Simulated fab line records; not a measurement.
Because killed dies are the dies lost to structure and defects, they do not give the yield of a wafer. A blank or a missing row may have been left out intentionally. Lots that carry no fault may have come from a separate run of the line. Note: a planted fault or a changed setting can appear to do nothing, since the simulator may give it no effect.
fab line records    flow sfq_line
record: lots: 7  wafers: 21  last_day: 92
route steps=325 shown M5@201 A5B@209 R5@212 I5@228 C5@240 M8@325
lots untouched by any fault: they come from a run of this same line in which no faults occurred
start_h: start of the lot's first displayed wafer, in hours after the record's first day    wait_h: how many hours have passed since the lot's step before this one    " as in the row above    L1.1+2: several wafers, shown together as one row    - no value, or no start was given    * or withheld: withheld    < > ~ a bound
route shown NAME@n: a module of which the file shows steps, and the number in the route of the first    usual: mean/standard deviation taken from wafers without a fault    same: alike in all rows    chamber/n: place in a boat    sites: each site's reading    _std_site: how widely they spread, as a standard deviation    _edge_site: outer sites' mean less inner sites'    radius_mm: for every site, how far away it sits from the centre of the wafer    mask NAME#n: copy n    behind: the tool/chamber that last shaped the wafer    hold: the reason the lot was held/the length of the hold in hours/how it ended    device: transistor that didn't switch, given as n, p or np    end of line: the tests these same wafers got at the end of their route    step lacking rows: just its recipe    killed: dies that structure and defects cost at the first sort, which is not the same as the wafer's yield    map: a wafer's dies, x killed, . not, _ none there
set.NAME: the run value of the setting; set.NAME@STEP: its run value at that earlier step    model.NAME: the simulator's own value behind a step, which no gauge read
lots seen at some steps along the route; tables by step, rows by wafer
services: when a tool's chamber went out of use (start_h, in hours from the record's first day, below 0 if earlier), for how many hours, and the reason
== steps ==
step: SFQ_TRILAYER_M5_LITHO_EXPOSE_124
recipe: mask_id: M5  na: 0.6  source_shape: conventional  sigma_outer: 0.65  target_cd_nm: 700  dose_mj: 14.4
step: SFQ_TRILAYER_M5_LITHO_PEB_126
recipe: peb_temp_c: 115  peb_time_s: 60  resist: KrF
step: SFQ_TRILAYER_M5_LITHO_DEVELOP_125
recipe: time_s: 60  resist: KrF
step: SFQ_M5_OVL_MEAS_932
usual: M5_OVL: -4/6.1
lot.wafer  tool        chamber  start_h  wait_h  M5_OVL[nm]
L839.1     overlay-02  -        1335.27  0.1     -9
L839.5     "           -        "        "       -11
L839.6     "           -        "        "       -5
L842.1     overlay-01  -        1347.27  0.1     -4
L842.5     "           -        "        "       -6
L842.6     "           -        "        "       -4
L844.1     overlay-02  -        1355.50  0.1     -8
L844.2     "           -        "        "       -3
L844.4     "           -        "        "       -7
L846.4     overlay-01  -        1363.81  0.1     8
L846.5     "           -        "        "       -1
L846.6     "           -        "        "       2
L850.1     overlay-02  -        1402.47  0.1     -3
L850.4     "           -        "        "       0
L850.6     "           -        "        "       -3
L857.1     overlay-02  -        1427.51  0.1     -1
L857.4     "           -        "        "       -11
L857.6     "           -        "        "       -12
L860.3     overlay-02  -        1456.34  0.1     0
L860.4     "           -        "        "       6
L860.5     "           -        "        "       1
step: SFQ_TRILAYER_M5_BARC_OPEN_METAL_ETCH_161
recipe: mask_material: PR  chemistry: O2  target_depth_nm: 125  target: BARC  icp_w: 600  bias_w: 80  pressure_mtorr: 10  time_s: 41.7
step: SFQ_TRILAYER_M5_ETCH_METAL_ETCH_126
recipe: target: Nb  stop_on: SiO2  mask_material: PR  over_etch_frac: 0.15  time_s: 203.2  chemistry: Cl2/BCl3  target_depth_nm: 265  icp_w: 600  bias_w: 80  pressure_mtorr: 10
step: SFQ_TRILAYER_M5_STRIP_STRIP_127
recipe: gas: O2  power_w: 200  platen_temp_c: 40  overash_fraction: 0.65  chemistry: O2  pressure_mtorr: 50
step: SFQ_TRILAYER_M5_STRIP_SOLV_CLEAN_128
recipe: chemistry: NMP  temp_c: 70  time_s: 600
step: SFQ_TRILAYER_A5B_DEP_PECVD_129
recipe: material: SiO2  temp_c: 150  time_s: 133.33  pressure_torr: 2.4  rf_w: 183.3  precursor: SiH4/N2O  target_thk_nm: 600
usual: heater_power_w: 90/15  throttle_valve_pct: 25.1/1.2
lot.wafer  tool      chamber  start_h  wait_h  heater_power_w  throttle_valve_pct
L839.1     pecvd-03  2        1336.34  0.0     101             24.5
L839.5     "         1        "        "       111             22.7
L839.6     "         0        "        "       109             25.1
L842.1     pecvd-04  0        1348.34  0.0     101             24.5
L842.5     "         0        "        "       103             24.7
L842.6     "         2        "        "       78              25.2
L844.1     pecvd-01  2        1356.56  0.0     111             26.5
L844.2     "         1        "        "       72              27.2
L844.4     "         2        "        "       92              26.1
L846.4     pecvd-01  2        1364.92  0.0     103             26.4
L846.5     "         0        "        "       87              25.6
L846.6     "         1        "        "       74              27.0
L850.1     pecvd-04  1        1403.55  0.0     67              26.2
L850.4     "         0        "        "       84              24.6
L850.6     "         1        "        "       69              26.2
L857.1     pecvd-04  2        1428.58  0.0     75              25.2
L857.4     "         1        "        "       66              26.2
L857.6     "         0        "        "       102             24.9
L860.3     pecvd-04  1        1457.39  0.0     71              26.3
L860.4     "         1        "        "       57              26.1
L860.5     "         2        "        "       80              25.1
step: SFQ_TRILAYER_A5B_CMP_CMP_130
recipe: stop_on: Nb  down_force_psi: 3  platen_rpm: 60  target_thk_nm: 340.7
step: SFQ_TRILAYER_A5B_METRO_MEASURE_131
usual: thk_nm: 341/5
lot.wafer  tool           chamber  start_h  wait_h  thk_nm
L839.1     film_metro-04  -        1339.43  1.5     347
L839.5     "              -        "        "       350
L839.6     "              -        "        "       339
L842.1     film_metro-04  -        1351.43  2.5     339
L842.5     "              -        "        "       340
L842.6     "              -        "        "       336
L844.1     film_metro-01  -        1359.65  1.5     345
L844.2     "              -        "        "       341
L844.4     "              -        "        "       346
L846.4     film_metro-01  -        1369.36  3.1     346
L846.5     "              -        "        "       337
L846.6     "              -        "        "       344
L850.1     film_metro-01  -        1408.61  2.0     335
L850.4     "              -        "        "       327
L850.6     "              -        "        "       338
L857.1     film_metro-01  -        1438.60  2.0     341
L857.4     "              -        "        "       336
L857.6     "              -        "        "       336
L860.3     film_metro-04  -        1460.88  2.9     350
L860.4     "              -        "        "       338
L860.5     "              -        "        "       343
step: SFQ_TRILAYER_R5_DEP_SPUTTER_132
recipe: material: Ti  base_pressure_pa: 1.33e-06  target_thk_nm: 5  power_w: 2000  time_s: 5  chamber_pressure_pa: 0.4
step: SFQ_TRILAYER_R5_DEP_SPUTTER_133
recipe: material: MoNx  base_pressure_pa: 1.33e-06  target_thk_nm: 40  power_w: 1000  time_s: 66.7  chamber_pressure_pa: 0.4
usual: throttle_valve_pct: 29.9/0.77
lot.wafer  tool            chamber  start_h  wait_h  throttle_valve_pct  model.MoNx_of_TRILAYER_R5_DEP_SPUTTER_133.thk_nm
L839.1     pvd_sputter-04  -        1340.65  0.0     32.0                40.56
L839.5     "               -        "        "       30.4                40.71
L839.6     "               -        "        "       29.5                40.41
L842.1     pvd_sputter-04  -        1352.65  0.0     29.3                29.18
L842.5     "               -        "        "       30.5                28.88
L842.6     "               -        "        "       29.6                28.65
L844.1     pvd_sputter-04  -        1360.87  0.0     30.4                28.04
L844.2     "               -        "        "       29.4                28.39
L844.4     "               -        "        "       29.5                27.76
L846.4     pvd_sputter-04  -        1369.98  0.0     31.7                28.62
L846.5     "               -        "        "       30.5                28.24
L846.6     "               -        "        "       29.5                28.24
L850.1     pvd_sputter-06  -        1409.83  0.0     29.0                40.96
L850.4     "               -        "        "       30.7                40.38
L850.6     "               -        "        "       29.0                40.63
L857.1     pvd_sputter-06  -        1439.82  0.0     30.4                39.42
L857.4     "               -        "        "       28.8                40.15
L857.6     "               -        "        "       30.4                39.95
L860.3     pvd_sputter-05  -        1461.70  0.0     29.4                40.08
L860.4     "               -        "        "       29.6                39.58
L860.5     "               -        "        "       29.3                39.91
step: SFQ_TRILAYER_R5_DEP_SPUTTER_134
recipe: material: Ti  base_pressure_pa: 1.33e-06  target_thk_nm: 5  power_w: 2000  time_s: 5  chamber_pressure_pa: 0.4
step: SFQ_R5_RS_MEAS_933
recipe: thk_meas_gauge: four-point-probe  reads: Ti_of_TRILAYER_R5_DEP_SPUTTER_134+MoNx_of_TRILAYER_R5_DEP_SPUTTER_133+Ti_of_TRILAYER_R5_DEP_SPUTTER_132
usual: R5_MONX_RS: 7.03/0.079
lot.wafer  tool           chamber  start_h  wait_h  hold                      R5_MONX_RS[ohm/sq]
L839.1     film_metro-01  -        1340.72  0.0     -                         6.94
L839.5     "              -        "        "       -                         6.95
L839.6     "              -        "        "       -                         6.97
L842.1     film_metro-01  -        1352.72  0.0     await_dispo/0.2h/release  9.42
L842.5     "              -        "        "       await_dispo/0.2h/release  9.56
L842.6     "              -        "        "       await_dispo/0.2h/release  9.58
L842.1     film_metro-01  -        1353.01  0.3     -                         9.44
L842.5     "              -        "        "       -                         9.56
L842.6     "              -        "        "       -                         9.60
L844.1     film_metro-02  -        1360.94  0.0     await_dispo/0.2h/release  9.85
L844.2     "              -        "        "       await_dispo/0.2h/release  9.68
L844.4     "              -        "        "       await_dispo/0.2h/release  9.90
L844.1     film_metro-02  -        1361.33  0.4     -                         9.88
L844.2     "              -        "        "       -                         9.71
L844.4     "              -        "        "       -                         9.91
L846.4     film_metro-02  -        1370.12  0.1     await_dispo/0.2h/release  9.55
L846.5     "              -        "        "       await_dispo/0.2h/release  9.74
L846.6     "              -        "        "       await_dispo/0.2h/release  9.69
L846.4     film_metro-02  -        1370.40  0.3     -                         9.59
L846.5     "              -        "        "       -                         9.78
L846.6     "              -        "        "       -                         9.73
L850.1     film_metro-02  -        1409.90  0.0     -                         6.89
L850.4     "              -        "        "       -                         7.00
L850.6     "              -        "        "       -                         6.94
L857.1     film_metro-02  -        1439.89  0.0     -                         7.15
L857.4     "              -        "        "       -                         7.03
L857.6     "              -        "        "       -                         7.03
L860.3     film_metro-01  -        1461.81  0.0     -                         7.00
L860.4     "              -        "        "       -                         7.13
L860.5     "              -        "        "       -                         7.06
step: SFQ_R5_THK_MEAS_934
recipe: thk_meas_gauge: xrf  reads: MoNx_of_TRILAYER_R5_DEP_SPUTTER_133
usual: R5_MONX_THK: 39.6/0.47
lot.wafer  tool           chamber  start_h  wait_h  hold                      R5_MONX_THK[nm]
L839.1     film_metro-01  -        1340.84  0.1     -                         40.1
L839.5     "              -        "        "       -                         40.2
L839.6     "              -        "        "       -                         39.8
L842.1     film_metro-01  -        1354.68  1.7     await_dispo/0.2h/release  28.9
L842.5     "              -        "        "       await_dispo/0.2h/release  28.6
L842.6     "              -        "        "       await_dispo/0.2h/release  28.1
L842.1     film_metro-01  -        1354.91  0.2     -                         29.0
L842.5     "              -        "        "       -                         28.8
L842.6     "              -        "        "       -                         28.2
L844.1     film_metro-02  -        1363.42  2.1     await_dispo/0.2h/release  28.0
L844.2     "              -        "        "       await_dispo/0.2h/release  28.4
L844.4     "              -        "        "       await_dispo/0.2h/release  27.5
L844.1     film_metro-02  -        1363.65  0.2     -                         27.9
L844.2     "              -        "        "       -                         28.4
L844.4     "              -        "        "       -                         27.6
L846.4     film_metro-02  -        1376.11  5.7     await_dispo/0.2h/release  28.3
L846.5     "              -        "        "       await_dispo/0.2h/release  27.9
L846.6     "              -        "        "       await_dispo/0.2h/release  27.8
L846.4     film_metro-02  -        1376.34  0.2     -                         28.4
L846.5     "              -        "        "       -                         28.0
L846.6     "              -        "        "       -                         28.0
L850.1     film_metro-02  -        1410.02  0.1     -                         40.5
L850.4     "              -        "        "       -                         40.2
L850.6     "              -        "        "       -                         40.4
L857.1     film_metro-02  -        1440.01  0.1     -                         39.0
L857.4     "              -        "        "       -                         39.8
L857.6     "              -        "        "       -                         39.4
L860.3     film_metro-01  -        1461.91  0.1     -                         39.2
L860.4     "              -        "        "       -                         39.0
L860.5     "              -        "        "       -                         39.4
step: SFQ_TRILAYER_R5_LITHO_COAT_136
recipe: resist: KrF  spin_rpm: 3000  resist_thk_nm: 600
step: SFQ_TRILAYER_R5_LITHO_SOFTBAKE_140
recipe: temp_c: withheld  time_s: withheld  resist: KrF
step: SFQ_TRILAYER_R5_LITHO_EXPOSE_137
recipe: mask_id: R5  na: 0.6  source_shape: conventional  sigma_outer: 0.65  target_cd_nm: 500  dose_mj: 14.4
step: SFQ_TRILAYER_R5_LITHO_PEB_139
recipe: peb_temp_c: 115  peb_time_s: 60  resist: KrF
step: SFQ_TRILAYER_R5_LITHO_DEVELOP_138
recipe: time_s: 60  resist: KrF
step: SFQ_R5_OVL_MEAS_935
usual: R5_OVL: 3/4.6
lot.wafer  tool        chamber  start_h  wait_h  R5_OVL[nm]
L839.1     overlay-02  -        1481.32  0.1     8
L839.5     "           -        "        "       11
L839.6     "           -        "        "       7
L842.1     overlay-01  -        1488.52  0.1     1
L842.5     "           -        "        "       8
L842.6     "           -        "        "       0
L844.1     overlay-01  -        1495.72  0.1     4
L844.2     "           -        "        "       5
L844.4     "           -        "        "       8
L846.4     overlay-01  -        1504.14  0.1     3
L846.5     "           -        "        "       1
L846.6     "           -        "        "       3
L850.1     overlay-01  -        1538.92  0.1     -2
L850.4     "           -        "        "       -3
L850.6     "           -        "        "       0
L857.1     overlay-02  -        1570.55  0.1     6
L857.4     "           -        "        "       -3
L857.6     "           -        "        "       4
L860.3     overlay-01  -        1583.76  0.1     -4
L860.4     "           -        "        "       7
L860.5     "           -        "        "       -3
step: SFQ_TRILAYER_R5_BARC_OPEN_METAL_ETCH_177
recipe: mask_material: PR  chemistry: O2  target_depth_nm: 125  target: BARC  icp_w: 600  bias_w: 80  pressure_mtorr: 10  time_s: 41.7
usual: drypump_motor_current_A: 5.36/0.23  oes_product_au: 0.685/0.0044
lot.wafer  tool          chamber  start_h  wait_h  drypump_motor_current_A  oes_product_au  rf_hours_counter_h
L839.1     rie_metal-03  0        1481.36  0.0     5.24                     0.691           37
L839.5     "             1        "        "       5.49                     0.689           -
L839.6     "             0        "        "       5.26                     0.680           -
L842.1     rie_metal-03  0        1488.56  0.0     5.25                     0.690           39
L842.5     "             0        "        "       5.24                     0.685           -
L842.6     "             0        "        "       5.24                     0.681           -
L844.1     rie_metal-04  1        1495.76  0.0     5.30                     0.687           26
L844.2     "             0        "        "       5.03                     0.687           64
L844.4     "             0        "        "       5.05                     0.684           -
L846.4     rie_metal-04  1        1504.18  0.0     5.29                     0.681           -
L846.5     "             1        "        "       5.31                     0.689           -
L846.6     "             0        "        "       5.05                     0.688           -
L850.1     rie_metal-01  1        1538.96  0.0     5.36                     0.687           106
L850.4     "             1        "        "       5.38                     0.689           -
L850.6     "             0        "        "       5.84                     0.686           -
L857.1     rie_metal-04  0        1570.58  0.0     5.04                     0.684           75
L857.4     "             0        "        "       5.02                     0.689           -
L857.6     "             1        "        "       5.31                     0.680           -
L860.3     rie_metal-04  0        1583.80  0.0     5.06                     0.685           -
L860.4     "             1        "        "       5.33                     0.683           -
L860.5     "             0        "        "       5.05                     0.681           -
step: SFQ_TRILAYER_R5_ETCH_METAL_ETCH_139
recipe: stop_on: SiO2  mask_material: PR  chemistry: Cl2  target_depth_nm: 60  icp_w: 600  bias_w: 80  pressure_mtorr: 10  time_s: 40
usual: drypump_motor_current_A: 5.36/0.23  oes_product_au: 0.988/0.0075
lot.wafer  tool          chamber  start_h  wait_h  drypump_motor_current_A  oes_product_au  rf_hours_counter_h
L839.1     rie_metal-03  0        1481.42  0.0     5.22                     0.987           37
L839.5     "             1        "        "       5.49                     0.993           -
L839.6     "             0        "        "       5.21                     0.987           -
L842.1     rie_metal-03  0        1488.68  0.1     5.24                     0.989           39
L842.5     "             0        "        "       5.26                     0.992           -
L842.6     "             0        "        "       5.25                     0.990           -
L844.1     rie_metal-04  1        1495.82  0.0     5.31                     0.986           26
L844.2     "             0        "        "       5.03                     0.992           64
L844.4     "             0        "        "       5.04                     0.983           -
L846.4     rie_metal-04  1        1504.24  0.0     5.29                     0.971           -
L846.5     "             1        "        "       5.27                     0.979           -
L846.6     "             0        "        "       5.05                     0.993           -
L850.1     rie_metal-01  1        1539.02  0.0     5.38                     0.996           107
L850.4     "             1        "        "       5.38                     0.995           -
L850.6     "             0        "        "       5.83                     0.985           -
L857.1     rie_metal-04  0        1570.64  0.0     5.05                     0.993           75
L857.4     "             0        "        "       5.05                     1.005           -
L857.6     "             1        "        "       5.32                     0.989           -
L860.3     rie_metal-04  0        1583.86  0.0     5.04                     0.998           -
L860.4     "             1        "        "       5.33                     0.977           -
L860.5     "             0        "        "       5.06                     0.999           -
step: SFQ_TRILAYER_R5_STRIP_STRIP_140
recipe: gas: O2  power_w: 200  platen_temp_c: 40  overash_fraction: 0.65  chemistry: O2  pressure_mtorr: 50
step: SFQ_TRILAYER_R5_STRIP_SOLV_CLEAN_141
recipe: chemistry: NMP  temp_c: 70  time_s: 600
step: SFQ_TRILAYER_A5C_DEP_PECVD_142
recipe: material: SiO2  temp_c: 150  time_s: 15.556  pressure_torr: 2.4  rf_w: 183.3  precursor: SiH4/N2O  target_thk_nm: 70
usual: heater_power_w: 82/14  throttle_valve_pct: 26.1/1.2
lot.wafer  tool      chamber  start_h  wait_h  heater_power_w  throttle_valve_pct
L839.1     pecvd-01  2        1482.25  0.0     107             26.5
L839.5     "         2        "        "       108             26.8
L839.6     "         0        "        "       77              26.1
L842.1     pecvd-04  0        1490.19  0.0     100             24.5
L842.5     "         1        "        "       67              26.5
L842.6     "         2        "        "       73              25.6
L844.1     pecvd-01  1        1496.69  0.0     76              27.7
L844.2     "         0        "        "       83              26.0
L844.4     "         1        "        "       76              27.6
L846.4     pecvd-01  2        1505.31  0.0     106             26.7
L846.5     "         0        "        "       79              26.0
L846.6     "         1        "        "       75              27.5
L850.1     pecvd-01  1        1539.85  0.0     79              27.8
L850.4     "         0        "        "       78              26.4
L850.6     "         2        "        "       110             26.6
L857.1     pecvd-01  2        1571.47  0.0     97              26.4
L857.4     "         2        "        "       95              27.2
L857.6     "         0        "        "       74              26.3
L860.3     pecvd-01  0        1584.67  0.0     74              26.4
L860.4     "         2        "        "       96              26.7
L860.5     "         0        "        "       76              26.3
step: SFQ_TRILAYER_I5_LITHO_COAT_149
recipe: resist: BARC  spin_rpm: 3000  resist_thk_nm: 62
step: SFQ_TRILAYER_I5_LITHO_COAT_144
recipe: resist: KrF  spin_rpm: 3000  resist_thk_nm: 650
step: SFQ_TRILAYER_I5_LITHO_SOFTBAKE_148
recipe: temp_c: withheld  time_s: withheld  resist: KrF
step: SFQ_TRILAYER_I5_LITHO_EXPOSE_145
recipe: mask_id: I5  na: 0.6  source_shape: conventional  sigma_outer: 0.65  target_cd_nm: 700  dose_mj: 21.3
step: SFQ_TRILAYER_I5_LITHO_PEB_147
recipe: peb_temp_c: 115  peb_time_s: 60  resist: KrF
step: SFQ_TRILAYER_I5_LITHO_DEVELOP_146
recipe: time_s: 60  resist: KrF
step: SFQ_I5_OVL_MEAS_936
usual: I5_OVL: -3/5.9
lot.wafer  tool        chamber  start_h  wait_h  I5_OVL[nm]
L839.1     overlay-02  -        1605.14  0.1     0
L839.5     "           -        "        "       5
L839.6     "           -        "        "       5
L842.1     overlay-01  -        1611.14  0.1     4
L842.5     "           -        "        "       0
L842.6     "           -        "        "       0
L844.1     overlay-02  -        1618.34  0.1     -12
L844.2     "           -        "        "       -12
L844.4     "           -        "        "       -12
L846.4     overlay-01  -        1624.35  0.1     -7
L846.5     "           -        "        "       -7
L846.6     "           -        "        "       -4
L850.1     overlay-01  -        1649.54  0.1     2
L850.4     "           -        "        "       -4
L850.6     "           -        "        "       -3
L857.1     overlay-01  -        1684.76  0.1     2
L857.4     "           -        "        "       6
L857.6     "           -        "        "       4
L860.3     overlay-02  -        1702.77  0.1     -3
L860.4     "           -        "        "       -2
L860.5     "           -        "        "       -3
step: SFQ_TRILAYER_I5_BARC_OPEN_VIA_ETCH_200
recipe: mask_material: PR  chemistry: O2  target_depth_nm: 125  target: BARC  source_w: 500  bias_w: 80  pressure_mtorr: 30  time_s: 41.7
step: SFQ_TRILAYER_I5_ETCH_VIA_ETCH_147
recipe: stop_on: Nb  mask_material: PR  chemistry: CHF3  target_depth_nm: 360  source_w: 500  bias_w: 80  pressure_mtorr: 30  time_s: withheld
step: SFQ_TRILAYER_I5_STRIP_STRIP_148
recipe: gas: O2  power_w: 200  platen_temp_c: 40  overash_fraction: 0.65  chemistry: O2  pressure_mtorr: 50
step: SFQ_TRILAYER_I5_STRIP_SOLV_CLEAN_149
recipe: chemistry: NMP  temp_c: 70  time_s: 600
step: SFQ_TRILAYER_C5_LITHO_COAT_156
recipe: resist: BARC  spin_rpm: 3000  resist_thk_nm: 62
step: SFQ_TRILAYER_C5_LITHO_COAT_151
recipe: resist: KrF  spin_rpm: 3000  resist_thk_nm: 650
step: SFQ_TRILAYER_C5_LITHO_SOFTBAKE_155
recipe: temp_c: withheld  time_s: withheld  resist: KrF
step: SFQ_M8_BOW_MEAS_951
recipe: mode: bow
usual: M8_BOW: 7/10
lot.wafer  tool           chamber  start_h  wait_h  M8_BOW[um]  model.etest.r5.ohm_um  model.etest.r5.ohm_sq  model.etest.c5.link_ohm
L839.1     film_metro-03  -        2056.98  0.0     15          13.88                  6.938                  7.901
L839.5     "              -        "        "       -3          13.8                   6.913                  7.88
L839.6     "              -        "        "       15          13.95                  6.963                  7.925
L842.1     film_metro-04  -        2065.38  0.0     -4          19.33                  9.645                  10.62
L842.5     "              -        "        "       -5          19.56                  9.744                  10.72
L842.6     "              -        "        "       6           19.72                  9.822                  10.79
L844.1     film_metro-02  -        2153.69  0.0     -9          20.13                  10.04                  10.99
L844.2     "              -        "        "       9           19.85                  9.912                  10.85
L844.4     "              -        "        "       11          20.32                  10.14                  11.1
L846.4     film_metro-04  -        2157.35  0.1     -8          19.69                  9.831                  10.79
L846.5     "              -        "        "       -13         19.98                  9.963                  10.92
L846.6     "              -        "        "       -2          19.97                  9.963                  10.91
L850.1     film_metro-04  -        2171.69  0.0     13          13.71                  6.87                   7.824
L850.4     "              -        "        "       14          13.92                  6.969                  7.917
L850.6     "              -        "        "       21          13.84                  6.926                  7.884
L857.1     film_metro-03  -        2204.09  0.0     -22         14.15                  7.138                  8.113
L857.4     "              -        "        "       -18         13.93                  7.009                  7.978
L857.6     "              -        "        "       -8          14.02                  7.043                  8.015
L860.3     film_metro-02  -        2214.71  0.0     18          14.03                  7.021                  7.98
L860.4     "              -        "        "       20          14.18                  7.11                   8.047
L860.5     "              -        "        "       20          14.04                  7.05                   7.991
== services ==
tool            chamber  start_h  hours  kind
pecvd-03        -        1317.22  0.8    repair
pecvd-04        -        1323.66  1.4    repair
pvd_sputter-06  -        1329.02  2.9    repair
pecvd-04        -        1329.92  7.9    repair
film_metro-04   -        1357.60  3.8    pm
rie_metal-04    -        1361.15  0.5    repair
rie_metal-01    1        1363.26  3.7    repair
film_metro-01   -        1376.94  1.2    pm
film_metro-01   -        1380.50  0.9    pm
film_metro-01   -        1385.25  0.5    pm
film_metro-04   -        1399.54  0.8    pm
pvd_sputter-04  -        1405.39  4.4    repair
pecvd-03        1        1436.73  3.7    repair
pvd_sputter-06  -        1460.95  0.9    repair
pvd_sputter-04  -        1462.39  2.0    repair
pecvd-03        -        1487.13  0.3    repair
pecvd-04        2        1493.32  10.4   repair
film_metro-01   -        1495.17  0.8    pm
pvd_sputter-05  -        1502.50  4.6    repair
rie_metal-03    -        1511.07  2.8    pm
film_metro-04   -        1519.29  2.4    pm
pecvd-04        -        1538.30  2.8    repair
rie_metal-04    -        1559.62  0.7    repair
rie_metal-01    -        1576.38  2.4    repair
== key ==
first_sign: step: SFQ_R5_RS_MEAS_933  reading: visit  direction: added
effect: step: SFQ_R5_RS_MEAS_933  reading: R5_MONX_RS  direction: up  sigmas: 33  usual: 7.03  struck: 9.66
effect: step: SFQ_R5_THK_MEAS_934  reading: visit  direction: added
effect: step: SFQ_R5_THK_MEAS_934  reading: R5_MONX_THK  direction: down  sigmas: 24  usual: 39.6  struck: 28.2
model_effect: step: SFQ_TRILAYER_R5_DEP_SPUTTER_133  value: MoNx_of_TRILAYER_R5_DEP_SPUTTER_133.thk_nm  without: 39.71  struck: 28.45
model_effect: step: SFQ_M8_BOW_MEAS_951  value: etest.r5.ohm_um  without: 14.21  struck: 19.84
met_at SFQ_TRILAYER_R5_DEP_SPUTTER_133
struck_wafers L842.1,L842.5,L842.6,L844.1,L844.2,L844.4,L846.4,L846.5,L846.6
onset_between 1340.65 1352.65
fault: kind: process_parameter_drift  tool: pvd_sputter-04  chamber: -  onset_h: 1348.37  steps: SFQ_TRILAYER_R5_DEP_SPUTTER_133  channel: target_thk_nm  offset: -11.265  shape: step  end_h: 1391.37  acts_in: these_recipes_only  stated: 40
